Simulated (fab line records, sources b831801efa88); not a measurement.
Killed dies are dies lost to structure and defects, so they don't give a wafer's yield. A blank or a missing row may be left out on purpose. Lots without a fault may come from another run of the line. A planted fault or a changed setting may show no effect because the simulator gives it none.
Which tool did it? | flow sky130 | 13 lots, 39 wafers sampled, at 3 steps of a route of 708

WHAT THE GAUGES READ, wafer by wafer
SKY_FIELD_ISO_THK_MEAS_25. Usual: FIELD_ISO_CVD_24_THK 593 nm, standard deviation 6.5.
lot  | measured    | on            | FIELD_ISO_CVD_24_THK (nm) | flag
L682 | day 2 14:26 | film_metro-01 | 609 589 590               |
L684 | day 2 21:26 | film_metro-02 | 591 594 594               |
L685 | day 3 02:37 | film_metro-01 | 591 580 590               |
L687 | day 3 12:49 | film_metro-03 | 595 589 595               |
L688 | day 3 19:59 | film_metro-03 | 594 591 591               |
L689 | day 4 03:12 | film_metro-02 | 599 593 599               |
L690 | day 4 08:23 | film_metro-03 | 592 596 588               |
L693 | day 5 01:08 | film_metro-02 | 599 586 598               |
L695 | day 5 09:41 | film_metro-03 | 584 596 598               |
L696 | day 5 20:38 | film_metro-03 | 581 592 589               |
L700 | day 6 15:07 | film_metro-02 | 585 588 595               |
L701 | day 6 15:20 | film_metro-02 | 590 586 590               |
L702 | day 6 20:45 | film_metro-01 | 599 587 584               |

SKY_LDD_P_CD_MEAS_07: target cd 380 nm. Usual: cd_nm 379.6 nm, standard deviation 2.2.
lot  | measured     | on        | cd_nm (nm)        | flag
L682 | day 19 01:33 | cd_sem-02 | 380.9 380.2 381.9 |
L684 | day 19 23:11 | cd_sem-02 | 380.4 381.6 382.1 |
L685 | day 20 07:02 | cd_sem-01 | 377.4 376.0 375.3 |
L687 | day 20 23:20 | cd_sem-01 | 382.7 383.4 381.5 |
L688 | day 21 20:18 | cd_sem-02 | 381.3 381.6 382.9 |
L689 | day 22 00:47 | cd_sem-01 | 376.1 376.8 378.1 |
L690 | day 22 21:11 | cd_sem-01 | 379.2 378.4 379.1 |
L693 | day 24 01:41 | cd_sem-02 | 382.4 380.2 379.4 |
L695 | day 24 22:00 | cd_sem-01 | 379.4 378.0 378.2 |
L696 | day 25 05:11 | cd_sem-02 | 376.7 378.6 378.9 |
L700 | day 26 05:38 | cd_sem-02 | 381.4 381.0 381.6 |
L701 | day 26 09:15 | cd_sem-02 | 380.9 381.4 382.5 |
L702 | day 26 11:01 | cd_sem-02 | 380.0 378.2 380.8 |

WHICH TOOL RAN EACH LOT (tool, then ch and the chambers of the sampled wafers, then the start)
lot  | SKY_FIELD_ISO_ETCH_15
L682 | rie_diel-03 ch 0,3, day 2 11:19
L684 | rie_diel-04 ch 0,1, day 2 19:38
L685 | rie_diel-03 ch 2,3, day 3 00:49
L687 | rie_diel-02 ch 1,2,3, day 3 11:01
L688 | rie_diel-03 ch 0,1, day 3 18:03
L689 | rie_diel-02 ch 2,3, day 3 22:25
L690 | rie_diel-02 ch 1,3, day 4 05:12
L693 | rie_diel-03 ch 0,1,2, day 4 19:29
L695 | rie_diel-02 ch 0,1,2, day 5 07:05
L696 | rie_diel-03 ch 1,2, day 5 13:37
L700 | rie_diel-04 ch 1,2,3, day 6 13:12
L701 | rie_diel-02 ch 2,3, day 6 13:31
L702 | rie_diel-04 ch 0,1,3, day 6 18:11
- SKY_FIELD_ISO_ETCH_15: etches the open film in CHF3/O2, stops on Si, target depth 180 nm, time 72 s.

WHAT THE TOOLS THEMSELVES READ (means of the sampled wafers that have a number; where no wafer has one, the mark that the record gives instead)
SKY_FIELD_ISO_ETCH_15. Usual: drypump_motor_current_A 5.6 A, standard deviation 0.44; oes_product_au 0.936 a.u., standard deviation 0.006; throttle_valve_pct 8.841 %, standard deviation 0.0084.
lot  | tool        | drypump_motor_current_A (A) | oes_product_au (a.u.) | throttle_valve_pct (%) | flag
L682 | rie_diel-03 | 5.6                         | 0.928                 | 8.849                  |
L684 | rie_diel-04 | 5.7                         | 0.936                 | 8.839                  |
L685 | rie_diel-03 | 5.6                         | 0.931                 | 8.843                  |
L687 | rie_diel-02 | 5.6                         | 0.930                 | 8.839                  |
L688 | rie_diel-03 | 5.9                         | 0.940                 | 8.850                  |
L689 | rie_diel-02 | 5.5                         | 0.935                 | 8.838                  |
L690 | rie_diel-02 | 5.9                         | 0.935                 | 8.842                  |
L693 | rie_diel-03 | 5.7                         | 0.929                 | 8.832                  |
L695 | rie_diel-02 | 5.8                         | 0.934                 | 8.843                  |
L696 | rie_diel-03 | 5.6                         | 0.939                 | 8.837                  |
L700 | rie_diel-04 | 5.4                         | 0.936                 | 8.853                  |
L701 | rie_diel-02 | 5.4                         | 0.933                 | 8.851                  |
L702 | rie_diel-04 | 5.9                         | 0.942                 | 8.847                  |

THE ANSWER, worked out from the rows above alone
Rule: a lot is off if the mean of its wafers that have a number lies more than 3 standard deviations from the usual mean. A lot without any number at a reading at which 4 lots or more have one is off too. The other lots that the step has rows for count as sound. The gauges are gone through in route order, then the tools' own readings, and for those a lot's mean is taken as printed above. The first step at which some lot is off is used, and at that step the reading that is off furthest; a lot without a number counts as furthest.
No lot is off at any reading shown: from this, nothing can be told.

WHAT THE SIMULATOR HAD PUT IN
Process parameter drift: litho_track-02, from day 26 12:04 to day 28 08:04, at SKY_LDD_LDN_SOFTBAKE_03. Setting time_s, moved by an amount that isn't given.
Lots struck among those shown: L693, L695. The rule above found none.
